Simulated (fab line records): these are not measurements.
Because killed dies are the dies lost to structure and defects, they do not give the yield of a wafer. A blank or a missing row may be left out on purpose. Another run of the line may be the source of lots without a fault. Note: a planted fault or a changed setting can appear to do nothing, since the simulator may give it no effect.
fab line records	flow sky130
record: lots: 7	wafers: 21	last_day: 49
route steps=708 shown LI_CONTACT@380 LOCAL_INTERCONNECT@387 PAD_OPEN@708
lots that met no fault: from a run of the same line without faults
start_h: the number of hours between the record's first day and the start of the first shown wafer of the lot	wait_h: time in hours since the lot's previous step	" same as the row above	L1.1+2: a single row standing in for several wafers	- no value, or no start given	* or withheld: withheld	< > ~ a bound
route shown NAME@n: a module of which the file shows steps, and the number in the route of the first	usual: mean/standard deviation taken from wafers without a fault	same: alike in all rows	chamber/n: place in a boat	sites: readings site by site	_std_site: their standard deviation	_edge_site: inner sites' mean taken away from outer sites' mean	radius_mm: how far each site lies from the wafer's centre	mask NAME#n: copy n	behind: the most recent tool/chamber to have shaped the wafer	hold: why the lot was held/for how many hours/how that ended	device: the transistor (n, p or np) that didn't switch	end of line: tests of these same wafers at the route's end	a step given without rows: its recipe and nothing more	killed: at the first sort, the dies lost to defects and structure; wafer yield is something else	map: shows each die of a wafer: x if killed, . if not, _ if none is there
set.NAME: the run value of the setting; set.NAME@STEP: its run value at that earlier step	model.NAME: the simulator's own value behind a step, which no gauge read
lots at selected steps of the route; one table per step, one row per wafer
services: from which hour (start_h, from the record's first day; less than 0 if before it) a tool's chamber was out of use, for how many hours, and why
== steps ==
step: SKY_LI_CONTACT_PRE_CLEAN_18
recipe: gas: Ar	time_s: 5.6	bias_v: 358
step: SKY_LI_CONTACT_SPUTTER_19
recipe: material: Ti	target_thk_nm: 20	chamber_pressure_pa: 5	power_w: 2500	substrate_temp_c: 200	time_s: 106.37
usual: throttle_valve_pct: 29.8/1.2
lot.wafer	tool	chamber	start_h	wait_h	throttle_valve_pct
L639.2	pvd_sputter-04	-	710.87	0.0	28.5
L639.4	"	-	"	"	30.8
L639.6	"	-	"	"	30.9
L646.1	pvd_sputter-03	-	751.82	0.0	28.5
L646.2	"	-	"	"	29.5
L646.6	"	-	"	"	29.2
L647.2	pvd_sputter-03	-	755.54	0.0	29.7
L647.3	"	-	"	"	31.2
L647.4	"	-	"	"	28.6
L648.2	pvd_sputter-04	-	764.84	0.0	32.2
L648.5	"	-	"	"	28.4
L648.6	"	-	"	"	32.2
L652.1	pvd_sputter-03	-	797.20	0.0	29.6
L652.2	"	-	"	"	31.5
L652.5	"	-	"	"	29.7
L655.3	pvd_sputter-04	-	813.72	0.0	28.2
L655.4	"	-	"	"	31.9
L655.5	"	-	"	"	28.5
L656.3	pvd_sputter-03	-	824.53	0.0	31.2
L656.4	"	-	"	"	29.5
L656.6	"	-	"	"	29.4
step: SKY_LI_CONTACT_SPUTTER_20
recipe: material: TiN	target_thk_nm: 20	chamber_pressure_pa: 5	power_w: 4000	time_s: 80
usual: throttle_valve_pct: 29.7/1.2
lot.wafer	tool	chamber	start_h	wait_h	throttle_valve_pct
L639.2	pvd_sputter-04	-	710.95	0.0	28.6
L639.4	"	-	"	"	30.8
L639.6	"	-	"	"	30.9
L646.1	pvd_sputter-03	-	751.90	0.0	28.5
L646.2	"	-	"	"	29.6
L646.6	"	-	"	"	29.5
L647.2	pvd_sputter-03	-	755.62	0.0	29.4
L647.3	"	-	"	"	31.1
L647.4	"	-	"	"	28.6
L648.2	pvd_sputter-04	-	764.92	0.0	32.0
L648.5	"	-	"	"	28.5
L648.6	"	-	"	"	32.1
L652.1	pvd_sputter-03	-	797.27	0.0	29.6
L652.2	"	-	"	"	31.2
L652.5	"	-	"	"	29.6
L655.3	pvd_sputter-04	-	813.80	0.0	28.2
L655.4	"	-	"	"	31.8
L655.5	"	-	"	"	28.0
L656.3	pvd_sputter-03	-	824.61	0.0	30.9
L656.4	"	-	"	"	29.6
L656.6	"	-	"	"	29.7
step: SKY_LI_CONTACT_CVD_21
recipe: material: W	target_thk_nm: 400	time_s: 120.56	temp_c: 400	pressure_torr: 40
usual: heater_power_outer_w: 500/30	heater_power_w: 830/41
lot.wafer	tool	chamber	start_h	wait_h	heater_power_outer_w	heater_power_w
L639.2	cvd_w-01	0	711.01	0.0	484	823
L639.4	"	1	"	"	521	849
L639.6	"	0	"	"	498	839
L646.1	cvd_w-01	0	751.96	0.0	495	844
L646.2	"	1	"	"	528	875
L646.6	"	1	"	"	541	855
L647.2	cvd_w-02	1	755.68	0.0	514	824
L647.3	"	0	"	"	456	748
L647.4	"	1	"	"	509	830
L648.2	cvd_w-01	1	764.98	0.0	519	857
L648.5	"	1	"	"	534	851
L648.6	"	0	"	"	498	842
L652.1	cvd_w-01	0	797.34	0.0	501	851
L652.2	"	1	"	"	530	879
L652.5	"	0	"	"	508	841
L655.3	cvd_w-01	1	813.90	0.1	516	859
L655.4	"	0	"	"	498	815
L655.5	"	0	"	"	492	830
L656.3	cvd_w-02	0	824.71	0.1	438	775
L656.4	"	1	"	"	524	833
L656.6	"	1	"	"	508	851
step: SKY_LI_CONTACT_RS_MEAS_22
recipe: thk_meas_gauge: four-point-probe	reads: W_of_LI_CONTACT_CVD_21+TiN_of_LI_CONTACT_SPUTTER_20+Ti_of_LI_CONTACT_SPUTTER_19
usual: LI_CONTACT_W_RS: 0.282/0.0032
lot.wafer	tool	chamber	start_h	wait_h	LI_CONTACT_W_RS[ohm/sq]
L639.2	film_metro-01	-	711.15	0.1	0.285
L639.4	"	-	"	"	0.289
L639.6	"	-	"	"	0.286
L646.1	film_metro-03	-	752.08	0.1	0.281
L646.2	"	-	"	"	0.278
L646.6	"	-	"	"	0.279
L647.2	film_metro-01	-	755.83	0.1	0.281
L647.3	"	-	"	"	0.279
L647.4	"	-	"	"	0.283
L648.2	film_metro-01	-	765.13	0.1	0.281
L648.5	"	-	"	"	0.278
L648.6	"	-	"	"	0.286
L652.1	film_metro-04	-	797.46	0.1	0.285
L652.2	"	-	"	"	0.282
L652.5	"	-	"	"	0.284
L655.3	film_metro-01	-	814.02	0.1	0.286
L655.4	"	-	"	"	0.288
L655.5	"	-	"	"	0.287
L656.3	film_metro-04	-	824.87	0.1	0.275
L656.4	"	-	"	"	0.278
L656.6	"	-	"	"	0.276
step: SKY_LI_CONTACT_THK_MEAS_23
recipe: thk_meas_gauge: xrf	reads: W_of_LI_CONTACT_CVD_21
usual: LI_CONTACT_W_THK: 414/6.8
lot.wafer	tool	chamber	start_h	wait_h	LI_CONTACT_W_THK[nm]
L639.2	film_metro-01	-	711.26	0.1	399
L639.4	"	-	"	"	397
L639.6	"	-	"	"	400
L646.1	film_metro-03	-	752.20	0.1	417
L646.2	"	-	"	"	422
L646.6	"	-	"	"	426
L647.2	film_metro-01	-	755.94	0.1	409
L647.3	"	-	"	"	412
L647.4	"	-	"	"	401
L648.2	film_metro-01	-	765.24	0.1	405
L648.5	"	-	"	"	413
L648.6	"	-	"	"	402
L652.1	film_metro-04	-	797.58	0.1	413
L652.2	"	-	"	"	420
L652.5	"	-	"	"	415
L655.3	film_metro-01	-	814.12	0.1	404
L655.4	"	-	"	"	405
L655.5	"	-	"	"	404
L656.3	film_metro-04	-	824.97	0.1	427
L656.4	"	-	"	"	422
L656.6	"	-	"	"	419
step: SKY_LI_CONTACT_CMP_24
recipe: stop_on: PSG	t_overpolish_s: 20	down_force_psi: 3.5	platen_rpm: 60	target_thk_nm: 0	pad_velocity_m_s: 0.94248
step: SKY_LOCAL_INTERCONNECT_SPUTTER_00
recipe: material: TiN	target_thk_nm: 100	temp_c: 300	power_w: 6500	time_s: 83.3	chamber_pressure_pa: 0.4
usual: throttle_valve_pct: 29.7/1.5
lot.wafer	tool	chamber	start_h	wait_h	throttle_valve_pct
L639.2	pvd_sputter-01	-	711.61	0.2	30.2
L639.4	"	-	"	"	28.6
L639.6	"	-	"	"	30.3
L646.1	pvd_sputter-02	-	752.56	0.1	30.5
L646.2	"	-	"	"	31.3
L646.6	"	-	"	"	31.5
L647.2	pvd_sputter-04	-	756.29	0.2	28.4
L647.3	"	-	"	"	30.7
L647.4	"	-	"	"	30.9
L648.2	pvd_sputter-01	-	765.59	0.1	28.5
L648.5	"	-	"	"	28.4
L648.6	"	-	"	"	30.2
L652.1	pvd_sputter-04	-	798.23	0.1	31.1
L652.2	"	-	"	"	30.6
L652.5	"	-	"	"	30.3
L655.3	pvd_sputter-01	-	814.46	0.2	28.0
L655.4	"	-	"	"	30.1
L655.5	"	-	"	"	30.3
L656.3	pvd_sputter-01	-	825.31	0.2	31.3
L656.4	"	-	"	"	30.2
L656.6	"	-	"	"	28.5
step: SKY_LOCAL_INTERCONNECT_RS_MEAS_01
recipe: thk_meas_gauge: four-point-probe	reads: TiN_of_LOCAL_INTERCONNECT_SPUTTER_00
usual: LOCAL_INTERCONNECT_TIN_RS: 14.10/0.18
lot.wafer	tool	chamber	start_h	wait_h	LOCAL_INTERCONNECT_TIN_RS[ohm/sq]
L639.2	film_metro-02	-	711.70	0.1	14.36
L639.4	"	-	"	"	14.30
L639.6	"	-	"	"	14.38
L646.1	film_metro-03	-	752.63	0.0	14.30
L646.2	"	-	"	"	14.22
L646.6	"	-	"	"	14.21
L647.2	film_metro-02	-	756.37	0.1	14.07
L647.3	"	-	"	"	13.95
L647.4	"	-	"	"	13.79
L648.2	film_metro-04	-	765.67	0.1	14.05
L648.5	"	-	"	"	13.98
L648.6	"	-	"	"	14.33
L652.1	film_metro-02	-	798.30	0.0	14.05
L652.2	"	-	"	"	14.12
L652.5	"	-	"	"	14.27
L655.3	film_metro-02	-	814.57	0.1	13.92
L655.4	"	-	"	"	13.97
L655.5	"	-	"	"	13.92
L656.3	film_metro-03	-	825.42	0.1	14.09
L656.4	"	-	"	"	14.20
L656.6	"	-	"	"	13.99
step: SKY_LOCAL_INTERCONNECT_THK_MEAS_02
recipe: thk_meas_gauge: xrf	reads: TiN_of_LOCAL_INTERCONNECT_SPUTTER_00
usual: LOCAL_INTERCONNECT_TIN_THK: 100.9/1.5
lot.wafer	tool	chamber	start_h	wait_h	LOCAL_INTERCONNECT_TIN_THK[nm]
L639.2	film_metro-02	-	711.81	0.1	98.7
L639.4	"	-	"	"	99.4
L639.6	"	-	"	"	98.4
L646.1	film_metro-03	-	752.75	0.1	99.2
L646.2	"	-	"	"	99.9
L646.6	"	-	"	"	100.4
L647.2	film_metro-02	-	756.48	0.1	100.8
L647.3	"	-	"	"	101.6
L647.4	"	-	"	"	102.4
L648.2	film_metro-04	-	765.78	0.1	102.0
L648.5	"	-	"	"	102.1
L648.6	"	-	"	"	100.2
L652.1	film_metro-02	-	798.42	0.1	100.7
L652.2	"	-	"	"	100.5
L652.5	"	-	"	"	99.4
L655.3	film_metro-02	-	814.67	0.1	101.4
L655.4	"	-	"	"	101.2
L655.5	"	-	"	"	102.1
L656.3	film_metro-03	-	825.52	0.1	100.6
L656.4	"	-	"	"	99.7
L656.6	"	-	"	"	101.4
step: SKY_LOCAL_INTERCONNECT_DEHYDRATE_03
recipe: temp_c: 200	time_s: 60
step: SKY_LOCAL_INTERCONNECT_HMDS_04
recipe: prime_time_s: 60	prime_temp_c: 120
step: SKY_LOCAL_INTERCONNECT_COAT_05
recipe: resist: BARC	temp_c: withheld	time_s: withheld	spin_rpm: 3000	resist_thk_nm: 60
usual: spin_speed_rpm: 3000.5/1.8
lot.wafer	tool	chamber	start_h	wait_h	spin_speed_rpm
L639.2	litho_track-01	0	725.11	0.1	3001.7
L639.4	"	0	"	"	2998.3
L639.6	"	0	"	"	2998.5
L646.1	litho_track-01	0	765.83	0.1	3090.5
L646.2	"	0	"	"	3090.5
L646.6	"	0	"	"	3092.0
L647.2	litho_track-01	0	770.01	0.1	3090.1
L647.3	"	0	"	"	3091.0
L647.4	"	0	"	"	3090.9
L648.2	litho_track-01	0	778.16	0.1	3089.1
L648.5	"	0	"	"	3090.7
L648.6	"	0	"	"	3087.9
L652.1	litho_track-02	0	811.30	0.1	2999.4
L652.2	"	0	"	"	3000.8
L652.5	"	0	"	"	3001.9
L655.3	litho_track-04	0	827.74	0.1	2998.2
L655.4	"	0	"	"	2999.9
L655.5	"	0	"	"	3000.3
L656.3	litho_track-02	0	837.85	0.1	2998.2
L656.4	"	0	"	"	2996.9
L656.6	"	0	"	"	2998.3
step: SKY_LOCAL_INTERCONNECT_COAT_06
recipe: resist: KrF-thick	spin_rpm: 3000	resist_thk_nm: 450
step: SKY_LOCAL_INTERCONNECT_SOFTBAKE_07
recipe: temp_c: 100	time_s: 90	resist: KrF-thick
step: SKY_LOCAL_INTERCONNECT_EXPOSE_08
recipe: mask_id: LI1M	na: 0.8	source_shape: annular	sigma_inner: 0.55	sigma_outer: 0.85	target_cd_nm: 170	dose_mj: 28
step: SKY_LOCAL_INTERCONNECT_PEB_09
recipe: peb_temp_c: withheld	peb_time_s: withheld	resist: KrF-thick
step: SKY_LOCAL_INTERCONNECT_DEVELOP_10
recipe: develop_time_s: 60	resist: KrF-thick	dev_temp_c: 21
step: SKY_LOCAL_INTERCONNECT_CD_MEAS_11
recipe: target_cd_nm: 170
usual: cd_nm: 169.9/1.5
lot.wafer	tool	chamber	start_h	wait_h	cd_nm
L639.2	cd_sem-02	-	739.37	-	168.4
L639.4	"	-	"	"	169.7
L639.6	"	-	"	"	170.0
L646.1	cd_sem-02	-	779.24	-	169.0
L646.2	"	-	"	"	168.0
L646.6	"	-	"	"	167.6
L647.2	cd_sem-02	-	783.52	-	170.7
L647.3	"	-	"	"	171.9
L647.4	"	-	"	"	172.9
L648.2	cd_sem-02	-	791.87	-	170.0
L648.5	"	-	"	"	170.9
L648.6	"	-	"	"	169.9
L652.1	cd_sem-02	-	824.93	-	169.6
L652.2	"	-	"	"	170.9
L652.5	"	-	"	"	170.2
L655.3	cd_sem-01	-	840.89	-	169.9
L655.4	"	-	"	"	169.3
L655.5	"	-	"	"	169.1
L656.3	cd_sem-02	-	851.78	-	168.8
L656.4	"	-	"	"	169.4
L656.6	"	-	"	"	170.8
step: SKY_LOCAL_INTERCONNECT_OVL_MEAS_12
usual: LOCAL_INTERCONNECT_OVL: 1/4.8
lot.wafer	tool	chamber	start_h	wait_h	LOCAL_INTERCONNECT_OVL[nm]
L639.2	overlay-02	-	739.48	0.1	4
L639.4	"	-	"	"	-2
L639.6	"	-	"	"	-1
L646.1	overlay-01	-	779.36	0.1	4
L646.2	"	-	"	"	10
L646.6	"	-	"	"	11
L647.2	overlay-01	-	783.63	0.1	1
L647.3	"	-	"	"	0
L647.4	"	-	"	"	4
L648.2	overlay-01	-	791.98	0.1	4
L648.5	"	-	"	"	5
L648.6	"	-	"	"	9
L652.1	overlay-01	-	825.05	0.1	0
L652.2	"	-	"	"	4
L652.5	"	-	"	"	3
L655.3	overlay-01	-	840.99	0.1	5
L655.4	"	-	"	"	6
L655.5	"	-	"	"	1
L656.3	overlay-01	-	851.88	0.1	-2
L656.4	"	-	"	"	-2
L656.6	"	-	"	"	-3
step: SKY_LOCAL_INTERCONNECT_ETCH_13
recipe: chemistry: N2/H2	target: BARC	ion_energy_ev: 200	bias_w: 100	pressure_mtorr: 30	n2_flow_sccm: 100	h2_flow_sccm: 200	icp_w: 500	stop_on: SiO2	time_s: 45.9	target_depth_a: 600
usual: drypump_motor_current_A: 5.7/0.39	oes_product_au: 0.854/0.0054	throttle_valve_pct: 13.225/0.0089
lot.wafer	tool	chamber	start_h	wait_h	drypump_motor_current_A	oes_product_au	rf_hours_counter_h	throttle_valve_pct	model.etch.depth_nm
L639.2	rie_metal-02	1	739.51	0.0	5.6	0.847	4	13.223	60.04
L639.4	"	0	"	"	5.6	0.859	-	13.221	60.05
L639.6	"	0	"	"	5.6	0.852	-	13.207	60.18
L646.1	rie_metal-02	0	779.40	0.0	5.6	0.849	12	13.223	59.2
L646.2	"	1	"	"	5.6	0.843	5	13.222	59.02
L646.6	"	0	"	"	5.6	0.850	-	13.222	59.11
L647.2	rie_metal-01	0	783.66	0.0	4.9	0.858	5	13.214	59.19
L647.3	"	1	"	"	5.9	0.846	-	13.211	59.21
L647.4	"	0	"	"	4.9	0.846	-	13.216	59.06
L648.2	rie_metal-03	1	792.01	0.0	5.7	0.849	11	13.221	59.25
L648.5	"	0	"	"	6.2	0.848	-	13.236	59.2
L648.6	"	1	"	"	5.7	0.840	-	13.216	59.23
L652.1	rie_metal-01	1	825.09	0.0	5.9	0.853	7	13.213	59.9
L652.2	"	0	"	"	4.9	0.852	7	13.221	59.92
L652.5	"	0	"	"	4.9	0.859	-	13.231	60.15
L655.3	rie_metal-03	0	841.03	0.0	6.2	0.856	-	13.235	60
L655.4	"	1	"	"	5.7	0.850	-	13.219	60.11
L655.5	"	0	"	"	6.2	0.847	-	13.230	60.18
L656.3	rie_metal-02	1	851.92	0.0	5.6	0.855	-	13.228	60
L656.4	"	0	"	"	5.6	0.847	-	13.250	60.21
L656.6	"	1	"	"	5.5	0.848	-	13.203	59.92
step: SKY_LOCAL_INTERCONNECT_METAL_ETCH_14
recipe: target_depth_nm: 110	stop_on: PSG	chemistry: Cl2/BCl3	target: TiN	resist_sidewall_deg: 88	pressure_mtorr: 10	icp_w: 900	bias_w: 48.5	Cl2_flow_sccm: 60	bcl3_flow_sccm: 30	time_s: 31.4
usual: drypump_motor_current_A: 5.6/0.39	oes_product_au: 0.942/0.0086	throttle_valve_pct: 21.899/0.01
lot.wafer	tool	chamber	start_h	wait_h	drypump_motor_current_A	oes_product_au	rf_hours_counter_h	throttle_valve_pct
L639.2	rie_metal-02	1	739.57	0.0	5.6	0.930	4	21.911
L639.4	"	0	"	"	5.6	0.934	-	21.905
L639.6	"	0	"	"	5.6	0.926	-	21.893
L646.1	rie_metal-02	0	779.46	0.0	5.6	0.940	13	21.885
L646.2	"	1	"	"	5.6	0.940	5	21.893
L646.6	"	0	"	"	5.6	0.934	-	21.914
L647.2	rie_metal-01	0	783.72	0.0	4.9	0.942	5	21.898
L647.3	"	1	"	"	5.9	0.939	-	21.897
L647.4	"	0	"	"	4.9	0.960	-	21.890
L648.2	rie_metal-03	1	792.07	0.0	5.6	0.942	11	21.893
L648.5	"	0	"	"	6.2	0.950	-	21.886
L648.6	"	1	"	"	5.6	0.935	-	21.902
L652.1	rie_metal-01	1	825.15	0.0	5.9	0.934	7	21.902
L652.2	"	0	"	"	4.9	0.940	7	21.899
L652.5	"	0	"	"	4.9	0.933	-	21.907
L655.3	rie_metal-03	0	841.09	0.0	6.2	0.951	-	21.891
L655.4	"	1	"	"	5.6	0.948	-	21.895
L655.5	"	0	"	"	6.2	0.952	-	21.896
L656.3	rie_metal-02	1	851.98	0.0	5.6	0.942	-	21.882
L656.4	"	0	"	"	5.6	0.936	-	21.903
L656.6	"	1	"	"	5.6	0.947	-	21.896
step: SKY_PAD_OPEN_PROBE_99
usual: killed_at_M0_to_M3: 44/7.1	killed_at_M4_up: 3.0/1.9	killed_at_contacts: 25/5.6	killed_at_front_end: 14/4.1	killed_at_other: 0.2/0.44	killed_dies: 86/9.1	killed_open: 47/7.4	killed_short: 39/5.7
same: gross_dies: 492	killed_at_back_side: 0
lot.wafer	tool	chamber	start_h	wait_h	killed_at_M0_to_M3	killed_at_M4_up	killed_at_contacts	killed_at_front_end	killed_at_other	killed_dies	killed_open	killed_short
L655.3	prober-01	-	1170.52	0.2	41	5	15	17	0	78	42	36
L655.4	prober-01	-	1170.57	0.2	38	4	24	8	0	74	42	32
L655.5	prober-01	-	1170.62	0.2	49	3	15	9	0	76	34	42
killed by level:class
L655.3 VIA1:geometric_particle:open=9 VIA1:geometric_particle:short=8 FIELD_ISO:geometric_particle:open=7 VIA3:geometric_particle:open=6 CONTACT:geometric_particle:open=5 FIELD_ISO:geometric_particle:short=4 LI_CONTACT:geometric_particle:open=4 VIA2:geometric_particle:open=4
L655.4 CONTACT:geometric_particle:open=11 VIA1:geometric_particle:open=9 METAL2:geometric_particle:short=6 VIA2:geometric_particle:open=5 LOCAL_INTERCONNECT:geometric_particle:short=4 VIA3:geometric_particle:open=4 FIELD_ISO:geometric_particle:short=3 LI_CONTACT:geometric_particle:open=3
L655.5 VIA1:geometric_particle:open=9 METAL1:geometric_particle:short=8 VIA1:geometric_particle:short=6 METAL3:geometric_particle:short=6 CONTACT:geometric_particle:open=5 VIA3:geometric_particle:open=5 LI_CONTACT:geometric_particle:open=4 METAL2:geometric_particle:short=4
== services ==
tool	chamber	start_h	hours	kind
cvd_w-01	-	702.36	0.7	repair
cvd_w-02	-	702.91	0.8	repair
cvd_w-01	-	704.64	2.8	pm
pvd_sputter-04	-	711.92	13.0	repair
rie_metal-01	-	720.35	1.2	repair
cvd_w-01	1	731.79	11.5	repair
rie_metal-01	-	734.26	2.8	pm
rie_metal-03	-	737.00	0.7	repair
pvd_sputter-02	1	737.43	-	consumable_replace:kit
pvd_sputter-02	1	737.43	18.0	scheduled_down
pvd_sputter-02	1	737.43	18.0	vent_cycle
cvd_w-01	1	744.96	3.1	repair
pvd_sputter-04	-	771.44	3.4	repair
rie_metal-01	-	774.40	1.4	pm
pvd_sputter-01	-	782.32	7.8	repair
pvd_sputter-04	-	783.80	4.6	repair
rie_metal-03	-	812.70	2.8	pm
pvd_sputter-04	-	814.13	1.9	repair
pvd_sputter-01	3	832.76	-	consumable_replace:kit
pvd_sputter-01	3	832.76	18.0	scheduled_down
pvd_sputter-01	3	832.76	18.0	vent_cycle
pvd_sputter-03	-	846.57	15.1	repair
== key ==
first_sign: step: SKY_LOCAL_INTERCONNECT_COAT_05	reading: spin_speed_rpm	direction: up	sigmas: 49	usual: 3000.5	struck: 3090.3
effect none on later readings
model_effect: step: SKY_LOCAL_INTERCONNECT_ETCH_13	value: etch.depth_nm	without: 60.03	struck: 59.16
met_at SKY_LOCAL_INTERCONNECT_COAT_05
struck_wafers L646.1,L646.2,L646.6,L647.2,L647.3,L647.4,L648.2,L648.5,L648.6
tester_left_out L646,L647,L648
onset_between 725.11 765.83
fault: kind: process_parameter_drift	tool: litho_track-01	chamber: -	onset_h: 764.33	steps: SKY_LOCAL_INTERCONNECT_COAT_05	channel: spin_rpm	offset: 88.505	shape: step	end_h: 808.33	acts_in: these_recipes_only	stated: 3000
tester_left_out: of these lots the tester's yield and bins aren't shown, on N5 and GAA mostly nor the transistor test; their killed dies are dies lost to structure and defects alone, not to doping, threshold or leakage, so they don't give the yield
